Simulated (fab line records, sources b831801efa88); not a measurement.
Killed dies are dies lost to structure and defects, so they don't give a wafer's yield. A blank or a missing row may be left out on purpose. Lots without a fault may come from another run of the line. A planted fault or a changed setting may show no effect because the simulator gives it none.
fab line records | flow sky130
record lots=5 wafers=15 last_day=50
route steps=708 shown FIELD_ISO@25 NWELL@32 DNWELL@35 PWDE@45
lots that met no fault: from a run of the same line without faults
start_h: hours from the record's first day to the start of the lot's first wafer shown | wait_h: hours since the lot's step before | " the same as in the row above | L1.1+2: a row that stands for several wafers | - no value, or no start given | * or withheld: withheld | < > ~ a bound
route shown NAME@n: a module of which the file shows steps, and the number in the route of the first | usual: mean/standard deviation of fault-free wafers | same: alike in all rows | chamber/n: place in a boat | sites: the reading at each site | _std_site: their standard deviation | _edge_site: outer sites' mean less inner sites' | radius_mm: how far each site lies from the wafer's centre | mask NAME#n: copy n | behind: the tool/chamber that last shaped the wafer | hold: why the lot was held/for how many hours/how that ended | device: the transistor (n, p or np) that didn't switch | end of line: the same wafers' tests at the end of the route | a step without rows: its recipe alone | killed: dies lost to structure and defects at the first sort, not the wafer's yield | map: a wafer's dies, x killed, . not, _ none there
set.NAME: the setting as run; set.NAME@STEP: as run at that earlier step | model.NAME: the simulator's own value behind a step, which no gauge read
lots at some steps of the route; a table a step, a row a wafer
services: from which hour (start_h, from the record's first day; less than 0 if before it) a tool's chamber was out of use, for how many hours, and why
## steps
# step SKY_FIELD_ISO_CVD_24
# recipe material=SiO2 target_thk_nm=595 temp_c=650 sigma_open_frac=0.3 time_s=99.2 sih4_flow_sccm=60 pressure_mtorr=6
# columns lot.wafer tool chamber start_h wait_h
L076.1+2+5 hdpcvd-02 1,2,2 41.45 0.1
L081.1+5+6 hdpcvd-02 2,0,2 68.58 0.1
L085.3+5+6 hdpcvd-02 1,1,2 88.74 0.0
L093.4+5+6 hdpcvd-01 2,1,0 130.99 0.1
L097.1+3+4 hdpcvd-02 0,2,2 148.58 0.1
# step SKY_FIELD_ISO_THK_MEAS_25
# recipe reads=SiO2_of_FIELD_ISO_CVD_24
# usual FIELD_ISO_CVD_24_THK=596/5.4
# columns lot.wafer tool chamber start_h wait_h FIELD_ISO_CVD_24_THK[nm]
L076.1 film_metro-03 - 41.53 0.0 597
L076.2 " - " " 600
L076.5 " - " " 588
L081.1 film_metro-02 - 68.65 0.0 600
L081.5 " - " " 605
L081.6 " - " " 593
L085.3 film_metro-02 - 88.83 0.1 603
L085.5 " - " " 606
L085.6 " - " " 595
L093.4 film_metro-02 - 131.06 0.0 587
L093.5 " - " " 590
L093.6 " - " " 594
L097.1 film_metro-02 - 148.65 0.0 594
L097.3 " - " " 590
L097.4 " - " " 586
# step SKY_FIELD_ISO_ANNEAL_26
# recipe temp_c=1000 time_s=1800 ambient=N2
# usual tube_center_temp_C=999.99/0.094 zone_power_upper_pct=23.4/0.48
# columns lot.wafer tool chamber start_h wait_h tube_center_temp_C zone_power_upper_pct
L076.1 furnace-02 0 42.79 1.3 1000.1 23.4
L076.2 " 0 " " 999.96 22.8
L076.5 " 0 " " 999.93 23.3
L081.1 furnace-02 0 68.71 0.1 1000.1 23.0
L081.5 " 0 " " 1000 23.2
L081.6 " 0 " " 999.91 22.9
L085.3 furnace-02 0 88.87 0.0 1000.2 23.3
L085.5 " 0 " " 1000 23.3
L085.6 " 0 " " 1000 22.8
L093.4 furnace-02 0 131.40 0.3 999.97 23.0
L093.5 " 0 " " 999.93 23.5
L093.6 " 0 " " 999.93 23.2
L097.1 furnace-01 0 148.71 0.1 999.97 24.1
L097.3 " 0 " " 999.84 24.0
L097.4 " 0 " " 999.79 23.8
# step SKY_FIELD_ISO_CMP_27
# recipe stop_on=Si3N4 t_overpolish_s=16 down_force_psi=4 platen_rpm=60 target_thk_nm=457.8 pad_velocity_m_s=0.94248
# usual motor_current_A=12.5/0.91 overpolish_run_s=15.999/0.0092 retaining_ring_pressure_frac=1.000/0.0047 time_to_endpoint_s=110/3.6
# columns lot.wafer tool chamber start_h wait_h motor_current_A overpolish_run_s retaining_ring_pressure_frac time_to_endpoint_s
L076.1 cmp-01 0 44.34 0.1 13.3 15.984 1.002 109
L076.2 " 2 " " 11.7 15.992 1.007 110
L076.5 " 3 " " 11.8 15.999 1.000 110
L081.1 cmp-01 0 70.21 0.0 13.9 16.020 0.998 110
L081.5 " 0 " " 13.4 15.987 1.000 115
L081.6 " 1 " " 13.7 15.998 0.997 106
L085.3 cmp-01 3 90.37 0.0 12.8 16.016 1.005 107
L085.5 " 3 " " 12.2 15.995 1.005 107
L085.6 " 0 " " 13.1 16.003 1.004 108
L093.4 cmp-02 0 133.00 0.1 12.6 16.003 1.004 107
L093.6 " 2 " " 12.2 16.019 0.998 107
L093.5 " 3 " " 13.2 15.993 0.995 109
L097.1 cmp-02 3 150.26 0.1 13.4 16.017 0.997 113
L097.4 " 0 " " 12.6 16.005 0.996 107
L097.3 " 1 " " 11.7 16.010 1.001 113
# step SKY_FIELD_ISO_WET_ETCH_28
# recipe chemistry=dHF target_depth_nm=23.7 target=SiO2 dilution=10:1 temp_c=25 time_s=47
# columns lot.wafer tool chamber start_h wait_h
L076.1+2+5 wet_bench-03 1 44.59 0.2
L081.1+5+6 wet_bench-02 2 70.51 0.2
L085.3+5+6 wet_bench-03 3 90.67 0.2
L093.4+5+6 wet_bench-02 1 133.20 0.1
L097.1+3+4 wet_bench-02 0 150.51 0.2
# step SKY_FIELD_ISO_WET_ETCH_29
# recipe chemistry=H3PO4 target_depth_nm=160 target=Si3N4 temp_c=160 time_s=1825
# columns lot.wafer tool chamber start_h wait_h
L076.1+2+5 wet_bench-04 3 44.61 0.0
L081.1+5+6 wet_bench-04 1 70.53 0.0
L085.3+5+6 wet_bench-04 2 90.70 0.0
L093.4+5+6 wet_bench-03 2 133.23 0.0
L097.1+3+4 wet_bench-04 0 150.54 0.0
# step SKY_FIELD_ISO_WET_ETCH_30
# recipe chemistry=dHF target_depth_nm=25 target=SiO2 dilution=10:1 temp_c=25 time_s=50
# columns lot.wafer tool chamber start_h wait_h
L076.1+2+5 wet_bench-03 3 45.12 0.0
L081.1+5+6 wet_bench-02 1 71.05 0.0
L085.3+5+6 wet_bench-02 1 91.26 0.0
L093.4+5+6 wet_bench-04 2 133.74 0.0
L097.1+3+4 wet_bench-03 1 151.05 0.0
# step SKY_NWELL_CLEAN_00
# recipe chemistry=SC1/SC2 mix=1:4:20 temp_c=70 time_s=150 dry=n2_spin
# columns lot.wafer tool chamber start_h wait_h
L076.1+2+5 wet_bench-04 1 45.15 0.0
L081.1+5+6 wet_bench-03 2 71.07 0.0
L085.3+5+6 wet_bench-03 2 91.28 0.0
L093.4+5+6 wet_bench-02 3 133.76 0.0
L097.1+3+4 wet_bench-02 1 151.07 0.0
# step SKY_NWELL_OXIDATION_01
# recipe temp_c=900 ambient=O2 stabilise_s=600 purge_s=300 target_thk_a=100 ox_time_s=1418
# usual tube_center_temp_C=900/0.084 zone_power_upper_pct=18.7/0.37
# columns lot.wafer tool chamber start_h wait_h tube_center_temp_C zone_power_upper_pct
L076.1 furnace-01 0 46.12 0.9 900.08 18.9
L076.2 " 0 " " 900.04 18.9
L076.5 " 0 " " 900.05 18.8
L081.1 furnace-01 0 71.97 0.8 900.03 18.9
L081.5 " 0 " " 900.17 18.9
L081.6 " 0 " " 899.88 18.7
L085.3 furnace-01 0 91.63 0.3 900.06 18.9
L085.5 " 0 " " 900.05 19.3
L085.6 " 0 " " 899.99 19.3
L093.4 furnace-02 0 133.82 0.0 899.93 18.6
L093.5 " 0 " " 899.86 18.3
L093.6 " 0 " " 899.83 18.1
L097.1 furnace-02 0 151.63 0.5 899.97 18.2
L097.3 " 0 " " 899.93 18.4
L097.4 " 0 " " 899.86 18.4
# step SKY_NWELL_THK_MEAS_02
# recipe reads=SiO2_of_NWELL_OXIDATION_01
# usual NWELL_OXIDATION_THK=10.09/0.18
# columns lot.wafer tool chamber start_h wait_h NWELL_OXIDATION_THK[nm]
L076.1 film_metro-04 - 47.51 0.0 9.90
L076.2 " - " " 9.93
L076.5 " - " " 9.89
L081.1 film_metro-04 - 73.36 0.0 10.35
L081.5 " - " " 10.27
L081.6 " - " " 10.31
L085.3 film_metro-03 - 93.05 0.0 10.07
L085.5 " - " " 10.31
L085.6 " - " " 10.07
L093.4 film_metro-03 - 135.24 0.0 9.83
L093.5 " - " " 9.81
L093.6 " - " " 9.73
L097.1 film_metro-01 - 153.03 0.0 10.12
L097.3 " - " " 10.07
L097.4 " - " " 10.04
# step SKY_DNWELL_DEHYDRATE_00
# recipe temp_c=200 time_s=60
# columns lot.wafer tool chamber start_h wait_h
L076.1+2+5 litho_track-03 0 54.37 6.8
L081.1+5+6 litho_track-03 0 80.17 6.8
L085.3+5+6 litho_track-03 0 100.72 7.7
L093.4+5+6 litho_track-03 0 143.90 8.6
L097.1+3+4 litho_track-03 0 162.17 9.1
# step SKY_DNWELL_HMDS_01
# recipe prime_time_s=60 prime_temp_c=120
# columns lot.wafer tool chamber start_h wait_h
L076.1+2+5 litho_track-03 0 54.52 0.1
L081.1+5+6 litho_track-03 0 80.32 0.1
L085.3+5+6 litho_track-03 0 100.87 0.1
L093.4+5+6 litho_track-03 0 144.05 0.1
L097.1+3+4 litho_track-03 0 162.32 0.1
# step SKY_DNWELL_COAT_02
# recipe spin_rpm=2000 resist_thk_nm=3000
# columns lot.wafer tool chamber start_h wait_h
L076.1+2+5 litho_track-03 0 54.67 0.1
L081.1+5+6 litho_track-03 0 80.47 0.1
L085.3+5+6 litho_track-03 0 101.02 0.1
L093.4+5+6 litho_track-03 0 144.20 0.1
L097.1+3+4 litho_track-03 0 162.47 0.1
# step SKY_DNWELL_SOFTBAKE_03
# recipe temp_c=110 time_s=withheld
# columns lot.wafer tool chamber start_h wait_h
L076.1+2+5 litho_track-03 0 54.82 0.1
L081.1+5+6 litho_track-03 0 80.62 0.1
L085.3+5+6 litho_track-03 0 101.19 0.1
L093.4+5+6 litho_track-03 0 144.37 0.1
L097.1+3+4 litho_track-03 0 162.62 0.1
# step SKY_DNWELL_EXPOSE_04
# recipe mask_id=DNM na=0.57 target_cd_nm=3000 dose_mj=222
# columns lot.wafer tool chamber start_h wait_h mask
L076.1+2+5 iline_stepper-02 0 - - DNM#0
L081.1+5+6 iline_stepper-02 0 - - DNM#0
L085.3+5+6 iline_stepper-01 0 - - DNM#0
L093.4+5+6 iline_stepper-01 0 - - DNM#0
L097.1+3+4 iline_stepper-01 0 - - DNM#0
# step SKY_DNWELL_PEB_05
# recipe temp_c=115 time_s=withheld
# columns lot.wafer tool chamber start_h wait_h
L076.1+2+5 litho_track-04 0 - -
L081.1+5+6 litho_track-03 0 - -
L085.3+5+6 litho_track-04 0 - -
L093.4+5+6 litho_track-04 0 - -
L097.1+3+4 litho_track-02 0 - -
# step SKY_DNWELL_DEVELOP_06
# recipe wall_angle_deg=90 developer=TMAH develop_time_s=60 dev_temp_c=23
# columns lot.wafer tool chamber start_h wait_h
L076.1+2+5 litho_track-04 0 - -
L081.1+5+6 litho_track-03 0 - -
L085.3+5+6 litho_track-04 0 - -
L093.4+5+6 litho_track-04 0 - -
L097.1+3+4 litho_track-02 0 - -
# step SKY_DNWELL_IMPLANT_07
# recipe species=P energy_kev=withheld dose_cm2=withheld tilt_deg=withheld
# columns lot.wafer tool chamber start_h wait_h
L076.1+2+5 implanter-02 0 62.51 -
L081.1+5+6 implanter-02 0 89.92 -
L085.3+5+6 implanter-04 0 110.56 -
L093.4+5+6 implanter-02 0 154.13 -
L097.1+3+4 implanter-02 0 173.51 -
# step SKY_DNWELL_STRIP_08
# recipe chemistry=O2/N2 power_w=1400 pressure_mtorr=1500 platen_temp_c=withheld o2_flow_sccm=3000 n2_flow_sccm=300 overash_fraction=0.5
# usual drypump_motor_current_A=6.1/0.43 oes_product_au=0.724/0.0046 strip_time_to_endpoint_s=36.84/0.094
# columns lot.wafer tool chamber start_h wait_h drypump_motor_current_A oes_product_au rf_hours_counter_h strip_time_to_endpoint_s
L076.1 plasma_asher-03 1 62.66 0.1 5.3 0.713 26 36.87
L076.2 " 0 " " 6.4 0.731 26 36.85
L076.5 " 1 " " 5.3 0.724 - 36.89
L081.1 plasma_asher-04 0 90.07 0.1 6.5 0.717 41 36.59
L081.5 " 1 " " 6.5 0.722 - 36.64
L081.6 " 0 " " 6.5 0.723 - 36.57
L085.3 plasma_asher-04 0 110.69 0.1 6.4 0.721 - 37.00
L085.5 " 1 " " 6.5 0.728 - 37.01
L085.6 " 0 " " 6.4 0.722 - 37.02
L093.4 plasma_asher-01 1 154.24 0.1 5.9 0.723 - 36.80
L093.5 " 1 " " 5.9 0.730 - 36.82
L093.6 " 0 " " 5.8 0.729 - 36.78
L097.1 plasma_asher-04 0 173.66 0.1 6.4 0.730 49 36.90
L097.3 " 1 " " 6.5 0.735 - 36.93
L097.4 " 0 " " 6.4 0.725 - 36.78
# step SKY_DNWELL_TW_MEAS_09
# usual DNWELL_TW=1109/14
# columns lot.wafer tool chamber start_h wait_h DNWELL_TW
L076.1 film_metro-04 - 62.76 0.1 1094
L076.2 " - " " 1095
L076.5 " - " " 1093
L081.1 film_metro-03 - 90.17 0.1 1134
L081.5 " - " " 1123
L081.6 " - " " 1124
L085.3 film_metro-03 - 110.78 0.1 1128
L085.5 " - " " 1128
L085.6 " - " " 1126
L093.4 film_metro-04 - 154.33 0.1 1087
L093.5 " - " " 1091
L093.6 " - " " 1092
L097.1 film_metro-01 - 173.76 0.1 1116
L097.3 " - " " 1110
L097.4 " - " " 1115
# step SKY_PWDE_DEHYDRATE_00
# recipe temp_c=200 time_s=60
# columns lot.wafer tool chamber start_h wait_h
L076.1+2+5 litho_track-03 0 70.62 7.9
L081.1+5+6 litho_track-01 0 98.09 7.9
L085.3+5+6 litho_track-03 0 119.77 9.0
L093.4+5+6 litho_track-03 0 163.85 9.5
L097.1+3+4 litho_track-01 0 183.09 9.3
# step SKY_PWDE_HMDS_01
# recipe prime_time_s=60 prime_temp_c=120
# columns lot.wafer tool chamber start_h wait_h
L076.1+2+5 litho_track-03 0 70.77 0.1
L081.1+5+6 litho_track-01 0 98.24 0.1
L085.3+5+6 litho_track-03 0 119.92 0.1
L093.4+5+6 litho_track-03 0 164.00 0.1
L097.1+3+4 litho_track-01 0 183.24 0.1
# step SKY_PWDE_COAT_02
# recipe spin_rpm=2032 resist_thk_nm=3000
# columns lot.wafer tool chamber start_h wait_h
L076.1+2+5 litho_track-03 0 70.92 0.1
L081.1+5+6 litho_track-01 0 98.39 0.1
L085.3+5+6 litho_track-03 0 120.07 0.1
L093.4+5+6 litho_track-03 0 164.15 0.1
L097.1+3+4 litho_track-01 0 183.39 0.1
# step SKY_PWDE_SOFTBAKE_03
# recipe temp_c=110 time_s=withheld
# columns lot.wafer tool chamber start_h wait_h
L076.1+2+5 litho_track-03 0 71.07 0.1
L081.1+5+6 litho_track-01 0 98.54 0.1
L085.3+5+6 litho_track-03 0 120.24 0.1
L093.4+5+6 litho_track-03 0 164.32 0.1
L097.1+3+4 litho_track-01 0 183.54 0.1
# step SKY_PWDE_EXPOSE_04
# recipe mask_id=PWDEM na=0.6 source_shape=conventional sigma_outer=0.6 polarization=unpolarized target_cd_nm=840 dose_mj=214
# same sigma_outer=0.6
# columns lot.wafer tool chamber start_h wait_h mask
L076.1+2+5 iline_stepper-01 0 - - PWDEM#0
L081.1+5+6 iline_stepper-02 0 - - PWDEM#0
L085.3+5+6 iline_stepper-02 0 - - PWDEM#0
L093.4+5+6 iline_stepper-01 0 - - PWDEM#0
L097.1+3+4 iline_stepper-01 0 - - PWDEM#0
# step SKY_PWDE_PEB_05
# recipe temp_c=115 time_s=withheld
# columns lot.wafer tool chamber start_h wait_h
L076.1+2+5 litho_track-04 0 - -
L081.1+5+6 litho_track-04 0 - -
L085.3+5+6 litho_track-03 0 - -
L093.4+5+6 litho_track-04 0 - -
L097.1+3+4 litho_track-01 0 - -
# step SKY_PWDE_DEVELOP_06
# recipe wall_angle_deg=90 developer=TMAH develop_time_s=60 dev_temp_c=23
# columns lot.wafer tool chamber start_h wait_h
L076.1+2+5 litho_track-04 0 - -
L081.1+5+6 litho_track-04 0 - -
L085.3+5+6 litho_track-03 0 - -
L093.4+5+6 litho_track-04 0 - -
L097.1+3+4 litho_track-01 0 - -
# step SKY_PWDE_OVL_MEAS_07
# usual PWDE_OVL=1.3/1
# columns lot.wafer tool chamber start_h wait_h PWDE_OVL[nm]
L076.1 overlay-01 - 79.01 - 2.4
L076.2 " - " " 2.7
L076.5 " - " " 3.2
L081.1 overlay-02 - 107.81 - 2.5
L081.5 " - " " -0.2
L081.6 " - " " 1.7
L085.3 overlay-01 - 129.84 - 1.3
L085.5 " - " " 1.3
L085.6 " - " " 1.3
L093.4 overlay-02 - 174.62 - 1.0
L093.5 " - " " 0.8
L093.6 " - " " -0.6
L097.1 overlay-02 - 194.24 - 0.9
L097.3 " - " " 2.9
L097.4 " - " " 1.6
# step SKY_PWDE_IMPLANT_08
# recipe species=B energy_kev=150 dose_cm2=3.6e+12 tilt_deg=withheld
# columns lot.wafer tool chamber start_h wait_h
L076.1+2+5 implanter-04 0 79.04 0.0
L081.1+5+6 implanter-02 0 107.84 0.0
L085.3+5+6 implanter-03 0 129.91 0.1
L093.4+5+6 implanter-03 0 174.72 0.1
L097.1+3+4 implanter-03 0 194.28 0.0
# step SKY_PWDE_STRIP_09
# recipe chemistry=O2/N2 power_w=1400 pressure_mtorr=1500 platen_temp_c=withheld o2_flow_sccm=3000 n2_flow_sccm=300 overash_fraction=0.5
# usual drypump_motor_current_A=5.8/0.45 oes_product_au=0.723/0.0046 strip_time_to_endpoint_s=36.58/0.098
# columns lot.wafer tool chamber start_h wait_h drypump_motor_current_A oes_product_au rf_hours_counter_h strip_time_to_endpoint_s
L076.1 plasma_asher-03 1 79.19 0.1 5.3 0.724 27 36.44
L076.2 " 0 " " 6.4 0.716 27 36.35
L076.5 " 0 " " 6.4 0.724 - 36.45
L081.1 plasma_asher-02 0 107.99 0.1 5.4 0.722 38 36.47
L081.5 " 1 " " 5.7 0.728 - 36.59
L081.6 " 0 " " 5.4 0.720 - 36.53
L085.3 plasma_asher-02 0 130.04 0.1 5.4 0.727 - 36.69
L085.5 " 0 " " 5.4 0.723 - 36.65
L085.6 " 1 " " 5.7 0.726 - 36.70
L093.4 plasma_asher-02 0 174.82 0.1 5.4 0.721 - 36.61
L093.5 " 1 " " 5.7 0.719 - 36.65
L093.6 " 0 " " 5.4 0.726 - 36.53
L097.1 plasma_asher-02 0 194.43 0.1 5.4 0.721 8 36.62
L097.3 " 0 " " 5.4 0.729 - 36.67
L097.4 " 1 " " 5.6 0.714 - 36.60
# step SKY_PWDE_TW_MEAS_10
# usual PWDE_TW=372/5.2
# columns lot.wafer tool chamber start_h wait_h PWDE_TW
L076.1 film_metro-04 - 79.29 0.1 370
L076.2 " - " " 366
L076.5 " - " " 368
L081.1 film_metro-03 - 108.09 0.1 379
L081.5 " - " " 378
L081.6 " - " " 377
L085.3 film_metro-03 - 130.13 0.1 381
L085.5 " - " " 380
L085.6 " - " " 380
L093.4 film_metro-01 - 174.92 0.1 373
L093.5 " - " " 373
L093.6 " - " " 373
L097.1 film_metro-03 - 194.53 0.1 379
L097.3 " - " " 379
L097.4 " - " " 379
# step SKY_NWELL_DEHYDRATE_03
# recipe temp_c=200 time_s=60
# columns lot.wafer tool chamber start_h wait_h
L076.1+2+5 litho_track-04 0 87.31 8.0
L081.1+5+6 litho_track-04 0 117.00 8.9
L085.3+5+6 litho_track-02 0 138.71 8.6
L093.4+5+6 litho_track-01 0 183.82 8.9
L097.1+3+4 litho_track-04 0 204.45 9.9
# step SKY_NWELL_HMDS_04
# recipe prime_time_s=60 prime_temp_c=120
# columns lot.wafer tool chamber start_h wait_h
L076.1+2+5 litho_track-04 0 87.46 0.1
L081.1+5+6 litho_track-04 0 117.15 0.1
L085.3+5+6 litho_track-02 0 138.86 0.1
L093.4+5+6 litho_track-01 0 183.97 0.1
L097.1+3+4 litho_track-04 0 204.60 0.1
# step SKY_NWELL_COAT_05
# recipe spin_rpm=2000 resist_thk_nm=3000
# columns lot.wafer tool chamber start_h wait_h
L076.1+2+5 litho_track-04 0 87.61 0.1
L081.1+5+6 litho_track-04 0 117.30 0.1
L085.3+5+6 litho_track-02 0 139.01 0.1
L093.4+5+6 litho_track-01 0 184.12 0.1
L097.1+3+4 litho_track-04 0 204.75 0.1
# step SKY_NWELL_SOFTBAKE_06
# recipe temp_c=110 time_s=withheld
# columns lot.wafer tool chamber start_h wait_h
L076.1+2+5 litho_track-04 0 87.76 0.1
L081.1+5+6 litho_track-04 0 117.45 0.1
L085.3+5+6 litho_track-02 0 139.17 0.1
L093.4+5+6 litho_track-01 0 184.29 0.1
L097.1+3+4 litho_track-04 0 204.90 0.1
# step SKY_NWELL_EXPOSE_07
# recipe mask_id=NWM na=0.6 source_shape=conventional sigma_outer=0.6 polarization=unpolarized target_cd_nm=840 dose_mj=255
# same sigma_outer=0.6
# columns lot.wafer tool chamber start_h wait_h mask
L076.1+2+5 iline_stepper-02 0 - - NWM#0
L081.1+5+6 iline_stepper-02 0 - - NWM#0
L085.3+5+6 iline_stepper-01 0 - - NWM#0
L093.4+5+6 iline_stepper-02 0 - - NWM#0
L097.1+3+4 iline_stepper-01 0 - - NWM#0
# step SKY_NWELL_PEB_08
# recipe temp_c=115 time_s=withheld
# columns lot.wafer tool chamber start_h wait_h
L076.1+2+5 litho_track-02 0 - -
L081.1+5+6 litho_track-04 0 - -
L085.3+5+6 litho_track-04 0 - -
L093.4+5+6 litho_track-04 0 - -
L097.1+3+4 litho_track-04 0 - -
# step SKY_NWELL_DEVELOP_09
# recipe wall_angle_deg=90 developer=TMAH develop_time_s=60 dev_temp_c=23
# columns lot.wafer tool chamber start_h wait_h
L076.1+2+5 litho_track-02 0 - -
L081.1+5+6 litho_track-04 0 - -
L085.3+5+6 litho_track-04 0 - -
L093.4+5+6 litho_track-04 0 - -
L097.1+3+4 litho_track-04 0 - -
# step SKY_NWELL_OVL_MEAS_10
# usual NWELL_00_OVL=-1.0/1.5
# columns lot.wafer tool chamber start_h wait_h NWELL_00_OVL[nm]
L076.1 overlay-02 - 96.31 - -3.1
L076.2 " - " " -2.2
L076.5 " - " " -2.3
L081.1 overlay-02 - 126.86 - -0.6
L081.5 " - " " 0.0
L081.6 " - " " -1.2
L085.3 overlay-01 - 149.42 - 0.8
L085.5 " - " " 1.4
L085.6 " - " " -0.9
L093.4 overlay-01 - 195.07 - -0.1
L093.5 " - " " -3.1
L093.6 " - " " -1.2
L097.1 overlay-01 - 215.95 - -1.4
L097.3 " - " " -3.7
L097.4 " - " " -2.2
# step SKY_NWELL_IMPLANT_11
# recipe species=P energy_kev=400 dose_cm2=1.9e+13 tilt_deg=withheld
# columns lot.wafer tool chamber start_h wait_h
L076.1+2+5 implanter-03 0 96.34 0.0
L081.1+5+6 implanter-03 0 126.89 0.0
L085.3+5+6 implanter-04 0 149.49 0.1
L093.4+5+6 implanter-04 0 195.17 0.1
L097.1+3+4 implanter-03 0 215.99 0.0
# step SKY_NWELL_IMPLANT_12
# recipe species=P energy_kev=120 dose_cm2=1.3e+12 tilt_deg=withheld
# columns lot.wafer tool chamber start_h wait_h
L076.1+2+5 implanter-03 0 96.49 0.1
L081.1+5+6 implanter-03 0 127.04 0.1
L085.3+5+6 implanter-04 0 149.64 0.1
L093.4+5+6 implanter-04 0 195.32 0.1
L097.1+3+4 implanter-03 0 216.14 0.1
# step SKY_NWELL_IMPLANT_13
# recipe species=P energy_kev=50 dose_cm2=7e+11 tilt_deg=withheld
# columns lot.wafer tool chamber start_h wait_h
L076.1+2+5 implanter-03 0 96.64 0.1
L081.1+5+6 implanter-03 0 127.19 0.1
L085.3+5+6 implanter-04 0 149.79 0.1
L093.4+5+6 implanter-04 0 195.47 0.1
L097.1+3+4 implanter-03 0 216.29 0.1
# step SKY_NWELL_STRIP_14
# recipe chemistry=O2/N2 power_w=1400 pressure_mtorr=1500 platen_temp_c=withheld o2_flow_sccm=3000 n2_flow_sccm=300 overash_fraction=0.5
# usual drypump_motor_current_A=5.8/0.4 oes_product_au=0.722/0.0049 strip_time_to_endpoint_s=36.89/0.12
# columns lot.wafer tool chamber start_h wait_h drypump_motor_current_A oes_product_au rf_hours_counter_h strip_time_to_endpoint_s
L076.1 plasma_asher-02 0 96.79 0.1 5.4 0.717 37 36.76
L076.2 " 1 " " 5.6 0.721 37 36.85
L076.5 " 0 " " 5.4 0.720 - 36.72
L081.1 plasma_asher-03 1 127.34 0.1 5.3 0.719 32 36.85
L081.5 " 1 " " 5.3 0.721 - 36.84
L081.6 " 0 " " 6.4 0.724 - 36.90
L085.3 plasma_asher-02 0 149.92 0.1 5.4 0.720 - 36.78
L085.5 " 1 " " 5.7 0.719 - 36.94
L085.6 " 0 " " 5.4 0.729 - 36.90
L093.4 plasma_asher-02 0 195.57 0.1 5.4 0.724 - 36.97
L093.5 " 1 " " 5.7 0.722 - 37.11
L093.6 " 0 " " 5.4 0.723 - 37.10
L097.1 plasma_asher-01 0 216.44 0.1 5.8 0.726 57 36.74
L097.3 " 0 " " 5.8 0.719 - 36.65
L097.4 " 1 " " 6.0 0.720 - 36.82
# step SKY_NWELL_TW_MEAS_15
# usual NWELL_TW=1814/25
# columns lot.wafer tool chamber start_h wait_h NWELL_TW
L076.1 film_metro-03 - 96.89 0.1 1842
L076.2 " - " " 1856
L076.5 " - " " 1846
L081.1 film_metro-01 - 127.44 0.1 1809
L081.5 " - " " 1814
L081.6 " - " " 1823
L085.3 film_metro-03 - 150.01 0.1 1830
L085.5 " - " " 1839
L085.6 " - " " 1841
L093.4 film_metro-04 - 195.67 0.1 1785
L093.5 " - " " 1778
L093.6 " - " " 1780
L097.1 film_metro-01 - 216.54 0.1 1805
L097.3 " - " " 1811
L097.4 " - " " 1811
# step SKY_NWELL_DEHYDRATE_16
# recipe temp_c=200 time_s=60
# columns lot.wafer tool chamber start_h wait_h
L076.1+2+5 litho_track-01 0 104.44 7.5
L081.1+5+6 litho_track-04 0 136.60 9.2
L085.3+5+6 litho_track-02 0 159.26 9.2
L093.4+5+6 litho_track-02 0 205.63 10.0
L097.1+3+4 litho_track-04 0 226.60 10.1
# step SKY_NWELL_HMDS_17
# recipe prime_time_s=60 prime_temp_c=120
# columns lot.wafer tool chamber start_h wait_h
L076.1+2+5 litho_track-01 0 104.59 0.1
L081.1+5+6 litho_track-04 0 136.75 0.1
L085.3+5+6 litho_track-02 0 159.41 0.1
L093.4+5+6 litho_track-02 0 205.78 0.1
L097.1+3+4 litho_track-04 0 226.75 0.1
# step SKY_NWELL_COAT_18
# recipe spin_rpm=2000 resist_thk_nm=3000
# columns lot.wafer tool chamber start_h wait_h
L076.1+2+5 litho_track-01 0 104.74 0.1
L081.1+5+6 litho_track-04 0 136.90 0.1
L085.3+5+6 litho_track-02 0 159.56 0.1
L093.4+5+6 litho_track-02 0 205.93 0.1
L097.1+3+4 litho_track-04 0 226.90 0.1
# step SKY_NWELL_SOFTBAKE_19
# recipe temp_c=110 time_s=withheld
# columns lot.wafer tool chamber start_h wait_h
L076.1+2+5 litho_track-01 0 104.89 0.1
L081.1+5+6 litho_track-04 0 137.05 0.1
L085.3+5+6 litho_track-02 0 159.72 0.1
L093.4+5+6 litho_track-02 0 206.11 0.1
L097.1+3+4 litho_track-04 0 227.05 0.1
# step SKY_NWELL_EXPOSE_20
# recipe mask_id=NWM_COMPLEMENT na=0.6 source_shape=conventional sigma_outer=0.6 polarization=unpolarized target_cd_nm=840 dose_mj=260
# same sigma_outer=0.6
# columns lot.wafer tool chamber start_h wait_h mask
L076.1+2+5 iline_stepper-02 0 - - NWM_COMPLEMENT#0
L081.1+5+6 iline_stepper-02 0 - - NWM_COMPLEMENT#0
L085.3+5+6 iline_stepper-02 0 - - NWM_COMPLEMENT#0
L093.4+5+6 iline_stepper-02 0 - - NWM_COMPLEMENT#0
L097.1+3+4 iline_stepper-02 0 - - NWM_COMPLEMENT#0
# step SKY_NWELL_PEB_21
# recipe temp_c=115 time_s=withheld
# columns lot.wafer tool chamber start_h wait_h
L076.1+2+5 litho_track-02 0 - -
L081.1+5+6 litho_track-01 0 - -
L085.3+5+6 litho_track-02 0 - -
L093.4+5+6 litho_track-01 0 - -
L097.1+3+4 litho_track-02 0 - -
# step SKY_NWELL_DEVELOP_22
# recipe wall_angle_deg=90 developer=TMAH develop_time_s=60 dev_temp_c=23
# columns lot.wafer tool chamber start_h wait_h
L076.1+2+5 litho_track-02 0 - -
L081.1+5+6 litho_track-01 0 - -
L085.3+5+6 litho_track-02 0 - -
L093.4+5+6 litho_track-01 0 - -
L097.1+3+4 litho_track-02 0 - -
## services
# columns tool chamber start_h hours kind
cmp-01 - 24.01 1.4 repair
implanter-03 - 34.69 0.8 repair
plasma_asher-03 - 38.48 0.5 repair
furnace-01 - 42.88 3.2 pm
implanter-03 - 43.66 2.1 pm
iline_stepper-01 - 50.14 0.8 pm
cmp-01 - 52.86 3.7 repair
cmp-01 - 64.00 4.0 pm
furnace-02 - 64.78 3.5 pm
iline_stepper-02 - 76.95 1.7 pm
cmp-01 - 79.44 1.8 repair
implanter-04 - 81.20 4.1 pm
implanter-02 - 95.58 3.3 repair
implanter-02 - 99.23 0.7 repair
iline_stepper-01 - 105.54 1.7 pm
plasma_asher-02 - 108.75 9.0 pm
hdpcvd-02 - 120.03 2.8 pm
cmp-01 - 138.68 5.2 repair
hdpcvd-02 2 155.24 12.5 repair
implanter-04 - 158.71 3.1 pm
implanter-02 - 191.49 104.6 pm
furnace-01 - 210.77 3.9 pm
iline_stepper-02 - 221.36 1.9 repair
furnace-01 - 224.44 5.2 pm
## key
fault none
